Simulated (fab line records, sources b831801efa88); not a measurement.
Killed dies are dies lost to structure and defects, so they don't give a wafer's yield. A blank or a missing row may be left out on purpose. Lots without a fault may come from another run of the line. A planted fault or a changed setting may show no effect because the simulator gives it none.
fab line records | flow sky130
record lots=7 wafers=19 last_day=49
route steps=708 shown SONOS_TUNNEL@164 SONOS_ONO@168 PAD_OPEN@708
lots that met no fault: from a run of the same line without faults
start_h: hours from the record's first day to the start of the lot's first wafer shown | wait_h: hours since the lot's step before | " the same as in the row above | L1.1+2: a row that stands for several wafers | - no value, or no start given | * or withheld: withheld | < > ~ a bound
route shown NAME@n: a module of which the file shows steps, and the number in the route of the first | usual: mean/standard deviation of fault-free wafers | same: alike in all rows | chamber/n: place in a boat | sites: the reading at each site | _std_site: their standard deviation | _edge_site: outer sites' mean less inner sites' | radius_mm: how far each site lies from the wafer's centre | mask NAME#n: copy n | behind: the tool/chamber that last shaped the wafer | hold: why the lot was held/for how many hours/how that ended | device: the transistor (n, p or np) that didn't switch | end of line: the same wafers' tests at the end of the route | a step without rows: its recipe alone | killed: dies lost to structure and defects at the first sort, not the wafer's yield | map: a wafer's dies, x killed, . not, _ none there
set.NAME: the setting as run; set.NAME@STEP: as run at that earlier step | model.NAME: the simulator's own value behind a step, which no gauge read
lots at some steps of the route; a table a step, a row a wafer
services: from which hour (start_h, from the record's first day; less than 0 if before it) a tool's chamber was out of use, for how many hours, and why
## steps
# step SKY_SONOS_TUNNEL_WET_ETCH_10
# recipe chemistry=dHF target_depth_nm=14 target=SiO2 dilution=100:1 temp_c=25 time_s=280
# step SKY_SONOS_TUNNEL_STRIP_11
# recipe chemistry=SPM time_s=600 temp_c=130
# step SKY_SONOS_TUNNEL_TW_MEAS_12
# usual SONOS_TUNNEL_TW=196.8/1.8
# columns lot.wafer tool chamber start_h wait_h SONOS_TUNNEL_TW
L483.2 film_metro-03 - 250.02 0.0 196.6
L483.3 " - " " 196.2
L483.6 " - " " 195.5
L485.1 film_metro-02 - 262.71 0.0 197.8
L485.2 " - " " 197.1
L485.3 " - " " 198.3
L488.1 film_metro-04 - 289.05 0.0 199.1
L488.6 " - " " 199.0
L491.1 film_metro-04 - 314.26 0.0 197.7
L491.4 " - " " 197.1
L491.5 " - " " 198.6
L492.1 film_metro-02 - 319.29 0.0 195.4
L492.5 " - " " 197.1
L499.3 film_metro-03 - 378.63 0.0 194.0
L499.4 " - " " 194.6
L499.6 " - " " 194.2
L500.1 film_metro-04 - 383.65 0.0 197.0
L500.2 " - " " 196.6
L500.4 " - " " 197.3
# step SKY_SONOS_TUNNEL_CLEAN_13
# recipe chemistry=dHF time_s=20 dilution=100:1 dry=ipa_marangoni
# step SKY_SONOS_ONO_OXIDATION_00
# recipe temp_c=800 ambient=O2 idle_temp_c=700 ramp_up_c_per_min=10 ramp_down_c_per_min=3 stabilise_s=600 purge_s=300 target_thk_a=26 ox_time_s=1249
# step SKY_SONOS_ONO_THK_MEAS_01
# recipe reads=SiO2_of_SONOS_ONO_OXIDATION_00
# usual SONOS_ONO_OXIDATION_THK=2.61/0.054
# columns lot.wafer tool chamber start_h wait_h SONOS_ONO_OXIDATION_THK[nm]
L483.2 film_metro-04 - 251.67 0.0 2.70
L483.3 " - " " 2.56
L483.6 " - " " 2.57
L485.1 film_metro-03 - 264.96 0.0 2.60
L485.2 " - " " 2.61
L485.3 " - " " 2.59
L488.1 film_metro-03 - 290.90 0.0 2.60
L488.6 " - " " 2.57
L491.1 film_metro-01 - 317.40 0.0 2.74
L491.4 " - " " 2.68
L491.5 " - " " 2.67
L492.1 film_metro-01 - 322.92 0.0 2.68
L492.5 " - " " 2.72
L499.3 film_metro-01 - 380.17 0.0 2.60
L499.4 " - " " 2.56
L499.6 " - " " 2.59
L500.1 film_metro-03 - 386.89 0.0 2.52
L500.2 " - " " 2.61
L500.4 " - " " 2.60
# step SKY_SONOS_ONO_CVD_02
# recipe material=Si3N4 precursor=DCS/NH3 target_thk_nm=10.5 temp_c=770 time_s=180 pressure_mtorr=250
# step SKY_SONOS_ONO_THK_MEAS_03
# recipe reads=Si3N4_of_SONOS_ONO_CVD_02
# usual SONOS_ONO_CVD_02_THK=10.44/0.14
# columns lot.wafer tool chamber start_h wait_h SONOS_ONO_CVD_02_THK[nm]
L483.2 film_metro-04 - 252.78 0.0 10.44
L483.3 " - " " 10.43
L483.6 " - " " 10.47
L485.1 film_metro-01 - 266.13 0.0 10.55
L485.2 " - " " 10.55
L485.3 " - " " 10.53
L488.1 film_metro-03 - 292.88 0.0 10.37
L488.6 " - " " 10.38
L491.1 film_metro-04 - 319.70 0.0 10.57
L491.4 " - " " 10.65
L491.5 " - " " 10.66
L492.1 film_metro-03 - 324.55 0.0 10.47
L492.5 " - " " 10.55
L499.3 film_metro-04 - 381.28 0.0 10.39
L499.4 " - " " 10.34
L499.6 " - " " 10.41
L500.1 film_metro-01 - 388.00 0.0 10.39
L500.2 " - " " 10.53
L500.4 " - " " 10.57
# step SKY_SONOS_ONO_CVD_04
# recipe material=SiO2 precursor=SiH4/N2O target_thk_nm=5.7199 temp_c=900 pressure_mtorr=400
# step SKY_SONOS_ONO_THK_MEAS_05
# recipe reads=SiO2_of_SONOS_ONO_CVD_04
# usual SONOS_ONO_CVD_04_THK=5.78/0.11
# columns lot.wafer tool chamber start_h wait_h SONOS_ONO_CVD_04_THK[nm]
L483.2 film_metro-03 - 254.09 0.0 5.77
L483.3 " - " " 5.90
L483.6 " - " " 5.86
L485.1 film_metro-01 - 267.44 0.0 5.74
L485.2 " - " " 5.84
L485.3 " - " " 5.73
L488.1 film_metro-04 - 294.19 0.0 5.84
L488.6 " - " " 5.78
L491.1 film_metro-01 - 321.01 0.0 5.88
L491.4 " - " " 5.80
L491.5 " - " " 5.88
L492.1 film_metro-03 - 325.86 0.0 5.84
L492.5 " - " " 5.71
L499.3 film_metro-03 - 382.59 0.0 5.83
L499.4 " - " " 5.91
L499.6 " - " " 5.83
L500.1 film_metro-01 - 389.31 0.0 5.94
L500.2 " - " " 5.85
L500.4 " - " " 5.89
# step SKY_SONOS_ONO_DEHYDRATE_06
# recipe temp_c=200 time_s=60
# step SKY_SONOS_ONO_HMDS_07
# recipe prime_time_s=60 prime_temp_c=120
# step SKY_SONOS_ONO_COAT_08
# recipe resist=NOVOLAK spin_rpm=3000 resist_thk_nm=1140
# usual chill_plate_temp_C=23.01/0.095 resist_line_temp_C=22.99/0.11
# columns lot.wafer tool chamber start_h wait_h chill_plate_temp_C resist_line_temp_C model.NOVOLAK_of_SONOS_ONO_COAT_08.thk_nm
L483.2 litho_track-02 0 265.75 0.1 23.10 23.08 1147
L483.3 " 0 " " 23.10 23.02 1151
L483.6 " 0 " " 23.03 23.11 1150
L485.1 litho_track-01 0 278.91 0.1 23.00 22.95 1141
L485.2 " 0 " " 22.93 23.08 1143
L485.3 " 0 " " 22.84 22.92 1145
L488.1 litho_track-01 0 307.11 0.1 23.01 22.71 1146
L488.6 " 0 " " 23.03 22.80 1100
L491.1 litho_track-01 0 334.46 0.1 22.84 23.10 1144
L491.4 " 0 " " 23.03 23.05 1140
L491.5 " 0 " " 23.00 23.01 1093
L492.1 litho_track-01 0 339.31 0.1 23.00 23.02 1143
L492.5 " 0 " " 23.06 23.13 1096
L499.3 litho_track-01 0 395.96 0.1 22.91 22.89 1140
L499.4 " 0 " " 22.90 23.18 1142
L499.6 " 0 " " 22.81 22.99 1142
L500.1 litho_track-03 0 403.73 0.1 23.06 22.90 1142
L500.2 " 0 " " 22.91 22.92 1142
L500.4 " 0 " " 22.98 23.04 1145
# step SKY_SONOS_ONO_SOFTBAKE_09
# recipe temp_c=90 time_s=60 resist=NOVOLAK
# step SKY_SONOS_ONO_EXPOSE_10
# recipe mask_id=ONOM target_cd_nm=410 na=0.6 source_shape=conventional sigma_outer=0.6 dose_mj=150
# step SKY_SONOS_ONO_PEB_11
# recipe temp_c=withheld time_s=* resist=NOVOLAK
# step SKY_SONOS_ONO_DEVELOP_12
# recipe develop_time_s=60 dev_temp_c=23
# step SKY_SONOS_ONO_CD_MEAS_13
# recipe target_cd_nm=410
# usual cd_nm=409.9/2.2
# columns lot.wafer tool chamber start_h wait_h cd_nm
L483.2 cd_sem-02 - 277.89 0.1 414.8
L483.3 " - " " 414.2
L483.6 " - " " 413.5
L485.1 cd_sem-01 - 291.07 0.1 409.6
L485.2 " - " " 408.1
L485.3 " - " " 410.2
L488.1 cd_sem-02 - 318.68 0.1 410.0
L488.6 " - " " 404.8
L491.1 cd_sem-02 - 349.11 0.1 407.3
L491.4 " - " " 406.4
L491.5 " - " " 404.2
L492.1 cd_sem-02 - 353.01 0.1 407.4
L492.5 " - " " 404.8
L499.3 cd_sem-02 - 410.75 0.1 410.0
L499.4 " - " " 411.5
L499.6 " - " " 410.5
L500.1 cd_sem-01 - 418.46 0.1 409.9
L500.2 " - " " 412.1
L500.4 " - " " 410.0
# step SKY_SONOS_ONO_OVL_MEAS_14
# usual SONOS_ONO_OVL=0.0/1.5
# columns lot.wafer tool chamber start_h wait_h SONOS_ONO_OVL[nm]
L483.2 overlay-02 - 278.00 0.1 1.4
L483.3 " - " " 0.8
L483.6 " - " " 0.6
L485.1 overlay-01 - 291.19 0.1 0.6
L485.2 " - " " 0.2
L485.3 " - " " -0.9
L488.1 overlay-02 - 318.80 0.1 3.3
L488.6 " - " " 3.3
L491.1 overlay-02 - 349.23 0.1 2.3
L491.4 " - " " 1.5
L491.5 " - " " 0.2
L492.1 overlay-02 - 353.13 0.1 0.1
L492.5 " - " " -1.9
L499.3 overlay-02 - 410.84 0.1 -1.2
L499.4 " - " " -1.5
L499.6 " - " " -1.1
L500.1 overlay-01 - 418.58 0.1 -1.0
L500.2 " - " " -2.0
L500.4 " - " " -0.7
# step SKY_SONOS_ONO_ETCH_15
# recipe target_depth_nm=19.52 chemistry=CHF3/O2 source_w=600 bias_w=200 pressure_mtorr=40 chf3_flow_sccm=50 O2_flow_sccm=5 time_s=7.8
# usual O2_flow_sccm=5.000/0.014 chf3_flow_sccm=49.99/0.15 drypump_motor_current_A=5.8/0.39 oes_product_au=0.997/0.0082 throttle_valve_pct=8.824/0.0089
# columns lot.wafer tool chamber start_h wait_h O2_flow_sccm chf3_flow_sccm drypump_motor_current_A oes_product_au rf_hours_counter_h throttle_valve_pct model.NOVOLAK_of_SONOS_ONO_COAT_08.thk_nm model.SONOS_ONO.cd_nm
L483.2 rie_diel-04 3 278.03 0.0 5.001 49.85 6.0 0.990 8 8.832 1130 415
L483.3 " 2 " " 4.991 49.87 5.9 0.997 57 8.810 1135 414.2
L483.6 " 1 " " 4.974 50.06 5.9 1.003 - 8.826 1134 413.2
L485.1 rie_diel-01 1 291.23 0.0 4.975 50.04 5.2 1.011 11 8.835 1124 409.5
L485.2 " 2 " " 5.024 50.07 5.4 0.991 42 8.806 1127 408
L485.3 " 3 " " 5.002 50.28 6.3 1.009 110 8.821 1128 410.2
L488.1 rie_diel-02 2 318.84 0.0 5.018 49.85 5.0 1.010 98 8.820 1129 409.7
L488.6 " 3 " " 4.982 49.76 6.1 0.992 - 8.823 1084 404.9
L491.1 rie_diel-02 2 349.26 0.0 5.014 50.01 5.0 1.001 98 8.810 1127 407.2
L491.4 " 3 " " 5.010 49.91 6.1 0.996 92 8.826 1124 406.5
L491.5 " 3 " " 5.019 49.79 6.2 0.993 - 8.813 1077 404.1
L492.1 rie_diel-04 3 353.16 0.0 5.007 49.83 6.0 0.995 10 8.823 1127 407.2
L492.5 " 2 " " 4.975 50.13 5.9 0.997 - 8.836 1079 404.7
L499.3 rie_diel-01 0 410.86 0.0 4.979 49.93 6.2 0.996 2 8.823 1124 409.7
L499.4 " 3 " " 4.943 50.04 6.3 0.979 0 8.817 1125 411.4
L499.6 " 0 " " 4.984 49.95 6.2 0.990 - 8.820 1125 410.5
L500.1 rie_diel-01 2 418.61 0.0 5.001 50.14 5.4 1.012 45 8.829 1125 409.7
L500.2 " 0 " " 5.013 49.73 6.2 1.003 2 8.836 1126 412.1
L500.4 " 1 " " 5.014 50.05 5.2 1.011 13 8.840 1128 409.7
# step SKY_SONOS_ONO_WET_ETCH_16
# recipe chemistry=dHF target_depth_nm=14 dry=n2_spin target=SiO2 dilution=100:1 temp_c=25 time_s=280
# step SKY_SONOS_ONO_STRIP_17
# recipe chemistry=O2/N2 power_w=1400 pressure_mtorr=1500 platen_temp_c=withheld o2_flow_sccm=3000 n2_flow_sccm=300 overash_fraction=0.5
# usual drypump_motor_current_A=5.49/0.28 oes_product_au=0.710/0.0046 strip_time_to_endpoint_s=14.13/0.037
# columns lot.wafer tool chamber start_h wait_h drypump_motor_current_A oes_product_au rf_hours_counter_h strip_time_to_endpoint_s
L483.2 plasma_asher-02 1 278.14 0.0 5.09 0.713 58 14.18
L483.3 " 0 " " 5.89 0.711 - 14.23
L483.6 " 1 " " 5.10 0.698 - 14.22
L485.1 plasma_asher-02 0 291.34 0.0 5.88 0.716 60 14.11
L485.2 " 1 " " 5.09 0.701 60 14.12
L485.3 " 1 " " 5.06 0.716 - 14.16
L488.1 plasma_asher-01 0 318.95 0.0 5.28 0.715 50 14.16
L488.6 " 1 " " 5.57 0.709 - 13.62
L491.1 plasma_asher-01 1 349.41 0.0 5.53 0.714 53 14.13
L491.4 " 0 " " 5.27 0.710 - 14.11
L491.5 " 1 " " 5.53 0.710 - 13.53
L492.1 plasma_asher-03 0 353.27 0.0 5.75 0.716 67 14.12
L492.5 " 0 " " 5.71 0.711 - 13.57
L499.3 plasma_asher-01 1 411.00 0.0 5.52 0.708 - 14.09
L499.4 " 0 " " 5.35 0.709 - 14.12
L499.6 " 0 " " 5.33 0.714 - 14.12
L500.1 plasma_asher-02 0 418.72 0.0 5.85 0.710 72 14.13
L500.2 " 1 " " 5.08 0.722 72 14.11
L500.4 " 0 " " 5.86 0.713 - 14.16
# step SKY_SONOS_ONO_WET_ETCH_18
# recipe chemistry=H3PO4 target_depth_nm=15 target=Si3N4 temp_c=160 time_s=172
# step SKY_PAD_OPEN_PROBE_99
# usual killed_at_M0_to_M3=45/6.9 killed_at_M4_up=3.0/1.7 killed_at_contacts=25/5.6 killed_at_front_end=15/4.2 killed_at_other=0.3/0.55 killed_dies=89/9.6 killed_open=49/7.2 killed_short=39/6.5
# same gross_dies=492 killed_at_back_side=0
# columns lot.wafer tool chamber start_h wait_h killed_at_M0_to_M3 killed_at_M4_up killed_at_contacts killed_at_front_end killed_at_other killed_dies killed_open killed_short
L483.2 prober-02 - 1068.20 0.1 40 3 25 14 0 82 48 34
L483.3 prober-02 - 1068.25 0.2 45 3 30 18 1 97 57 40
L483.6 prober-02 - 1068.40 0.2 49 1 34 14 0 98 55 43
L485.1 prober-02 - 1080.99 0.1 47 1 31 25 0 104 56 48
L485.2 prober-02 - 1081.04 0.1 58 2 19 12 0 91 50 41
L485.3 prober-02 - 1081.09 0.2 60 3 30 14 0 107 60 47
L491.1 prober-02 - 1127.09 0.1 44 6 26 12 0 88 40 48
L491.4 prober-02 - 1127.24 0.2 50 2 29 14 1 96 57 39
L491.5 prober-02 - 1127.29 0.2 40 2 24 12 0 78 39 39
L492.1 prober-02 - 1131.65 0.1 46 2 34 14 0 96 63 33
L492.5 prober-02 - 1131.85 0.2 34 1 23 21 1 80 48 32
L499.3 prober-01 - 1165.99 0.2 28 1 21 11 0 61 30 31
L499.4 prober-01 - 1166.04 0.2 54 6 27 14 0 101 56 45
L499.6 prober-01 - 1166.14 0.2 47 0 19 11 0 77 42 35
L500.1 prober-02 - 1171.10 0.1 39 6 21 11 1 78 50 28
L500.2 prober-02 - 1171.15 0.1 49 1 26 25 0 101 62 39
L500.4 prober-02 - 1171.25 0.2 56 4 19 17 0 96 50 46
# killed by level:class
L483.2 CONTACT:geometric_particle:open=11 VIA1:geometric_particle:open=9 LI_CONTACT:geometric_particle:open=7 METAL1:geometric_particle:short=6 METAL3:geometric_particle:short=6 FIELD_ISO:geometric_particle:open=5 VIA2:geometric_particle:open=5 VIA3:geometric_particle:open=5
L483.3 VIA1:geometric_particle:open=15 LI_CONTACT:geometric_particle:open=10 FIELD_ISO:geometric_particle:open=6 LOCAL_INTERCONNECT:geometric_particle:short=6 CONTACT:geometric_particle:open=6 VIA2:geometric_particle:open=6 VIA2:geometric_particle:short=5 LI_CONTACT:geometric_particle:short=4
L483.6 CONTACT:geometric_particle:open=14 LI_CONTACT:geometric_particle:open=8 VIA1:geometric_particle:open=8 VIA2:geometric_particle:short=7 VIA2:geometric_particle:open=6 METAL1:geometric_particle:short=5 METAL2:geometric_particle:short=5 FIELD_ISO:geometric_particle:open=4
L485.1 VIA1:geometric_particle:open=15 FIELD_ISO:geometric_particle:short=13 VIA2:geometric_particle:open=9 CONTACT:geometric_particle:short=8 CONTACT:geometric_particle:open=8 FIELD_ISO:geometric_particle:open=7 LI_CONTACT:geometric_particle:open=7 VIA3:geometric_particle:open=5
L485.2 VIA1:geometric_particle:open=11 METAL1:geometric_particle:short=10 CONTACT:geometric_particle:open=9 VIA3:geometric_particle:open=9 VIA2:geometric_particle:open=8 METAL1:geometric_particle:open=5 VIA1:geometric_particle:short=5 POLY_GATE:geometric_particle:short=4
L485.3 CONTACT:geometric_particle:open=12 VIA3:geometric_particle:open=12 METAL2:geometric_particle:short=11 VIA2:geometric_particle:open=9 VIA1:geometric_particle:open=9 FIELD_ISO:geometric_particle:open=6 LI_CONTACT:geometric_particle:open=6 FIELD_ISO:geometric_particle:short=5
L491.1 VIA2:geometric_particle:open=10 VIA1:geometric_particle:open=9 LOCAL_INTERCONNECT:geometric_particle:short=8 VIA1:geometric_particle:short=6 LI_CONTACT:geometric_particle:open=5 CONTACT:geometric_particle:open=5 METAL4:geometric_particle:short=5 METAL2:geometric_particle:short=5
L491.4 CONTACT:geometric_particle:open=11 VIA1:geometric_particle:open=10 VIA3:geometric_particle:open=10 VIA2:geometric_particle:open=9 LI_CONTACT:geometric_particle:open=8 VIA1:geometric_particle:short=6 CONTACT:geometric_particle:short=5 METAL1:geometric_particle:short=5
L491.5 VIA3:geometric_particle:open=8 LOCAL_INTERCONNECT:geometric_particle:short=7 CONTACT:geometric_particle:open=7 VIA1:geometric_particle:open=7 METAL2:geometric_particle:short=6 FIELD_ISO:geometric_particle:short=5 LI_CONTACT:geometric_particle:open=5 CONTACT:geometric_particle:short=5
L492.1 CONTACT:geometric_particle:open=10 VIA1:geometric_particle:open=10 VIA2:geometric_particle:open=9 LI_CONTACT:geometric_particle:open=9 VIA3:geometric_particle:open=9 LOCAL_INTERCONNECT:geometric_particle:short=6 VIA1:geometric_particle:short=5 LI_CONTACT:geometric_particle:short=5
L492.5 VIA1:geometric_particle:open=14 CONTACT:geometric_particle:short=7 LI_CONTACT:geometric_particle:open=7 FIELD_ISO:geometric_particle:open=6 CONTACT:geometric_particle:open=6 FIELD_ISO:geometric_particle:short=5 METAL2:geometric_particle:short=5 POLY_GATE:geometric_particle:open=4
L499.3 CONTACT:geometric_particle:open=11 METAL1:geometric_particle:short=5 CONTACT:geometric_particle:short=4 VIA1:geometric_particle:short=4 VIA1:geometric_particle:open=4 POLY_GATE:geometric_particle:short=3 VIA2:geometric_particle:open=3 METAL3:geometric_particle:short=3
L499.4 VIA1:geometric_particle:open=15 LI_CONTACT:geometric_particle:open=8 CONTACT:geometric_particle:open=8 VIA3:geometric_particle:short=7 VIA3:geometric_particle:open=6 METAL2:geometric_particle:short=6 CONTACT:geometric_particle:short=5 VIA2:geometric_particle:open=5
L499.6 VIA1:geometric_particle:open=8 METAL1:geometric_particle:short=6 VIA3:geometric_particle:open=6 METAL2:geometric_particle:short=6 VIA2:geometric_particle:open=6 LI_CONTACT:geometric_particle:open=5 LOCAL_INTERCONNECT:geometric_particle:short=4 CONTACT:geometric_particle:short=4
L500.1 CONTACT:geometric_particle:open=11 VIA1:geometric_particle:open=10 VIA2:geometric_particle:open=9 VIA3:geometric_particle:open=9 METAL4:geometric_particle:short=5 FIELD_ISO:geometric_particle:open=3 LOCAL_INTERCONNECT:geometric_particle:short=3 CONTACT:geometric_particle:short=3
L500.2 VIA1:geometric_particle:open=13 CONTACT:geometric_particle:open=8 VIA2:geometric_particle:open=8 FIELD_ISO:geometric_particle:open=7 LI_CONTACT:geometric_particle:open=7 POLY_GATE:geometric_particle:open=6 CONTACT:geometric_particle:short=6 METAL1:geometric_particle:short=6
L500.4 METAL1:geometric_particle:short=10 VIA3:geometric_particle:open=8 VIA1:geometric_particle:open=7 METAL2:geometric_particle:short=7 VIA2:geometric_particle:open=7 FIELD_ISO:geometric_particle:open=6 LI_CONTACT:geometric_particle:open=6 VIA2:geometric_particle:short=5
## services
# columns tool chamber start_h hours kind
rie_diel-02 - 259.06 2.8 pm
rie_diel-01 0 260.54 - clean
rie_diel-01 0 260.54 17.7 scheduled_down
rie_diel-01 0 260.54 17.7 vent_cycle
plasma_asher-01 - 264.31 7.3 repair
rie_diel-02 - 276.25 4.0 pm
plasma_asher-01 - 282.63 1.5 repair
rie_diel-02 3 326.88 1.9 repair
rie_diel-02 0 333.45 2.4 repair
rie_diel-01 3 337.34 9.0 repair
plasma_asher-01 - 341.27 2.0 repair
litho_track-01 - 356.64 - consumable_replace:filter
rie_diel-04 0 376.18 - clean
rie_diel-04 0 376.18 14.9 scheduled_down
rie_diel-04 0 376.18 14.9 vent_cycle
plasma_asher-02 - 377.76 0.6 repair
rie_diel-01 3 390.72 - clean
rie_diel-01 3 390.72 18.9 scheduled_down
rie_diel-01 3 390.72 18.9 vent_cycle
rie_diel-04 1 391.57 15.4 repair
rie_diel-04 3 395.09 4.6 repair
rie_diel-04 1 406.96 - clean
rie_diel-04 1 406.96 15.6 scheduled_down
rie_diel-04 1 406.96 15.6 vent_cycle
## key
first_sign step=SKY_SONOS_ONO_CD_MEAS_13 reading=cd_nm direction=down sigmas=2.4 usual=409.9 struck=404.6
effect step=SKY_SONOS_ONO_STRIP_17 reading=strip_time_to_endpoint_s direction=down sigmas=15 usual=* struck=*
model_effect step=SKY_SONOS_ONO_COAT_08 value=NOVOLAK_of_SONOS_ONO_COAT_08.thk_nm without=1142 struck=1096
model_effect step=SKY_SONOS_ONO_ETCH_15 value=NOVOLAK_of_SONOS_ONO_COAT_08.thk_nm without=1125 struck=1080
met_at SKY_SONOS_ONO_COAT_08
struck_wafers L488.6,L491.5,L492.5
sort_left_out L488.6
tester_left_out L488,L491,L492
onset_between 278.91 307.11
fault kind=process_parameter_drift tool=litho_track-01 chamber=- onset_h=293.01 steps=SKY_SONOS_ONO_COAT_08 channel=resist_thk_nm offset=-45.209 shape=step end_h=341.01 scope=struck_wafers_only acts_in=these_recipes_only stated=1140
# tester_left_out: of these lots the tester's yield and bins aren't shown, on N5 and GAA mostly nor the transistor test; their killed dies are dies lost to structure and defects alone, not to doping, threshold or leakage, so they don't give the yield
# sort_left_out: the simulated sort isn't trusted on such a fault, so these wafers' sort isn't shown, and their yield isn't known
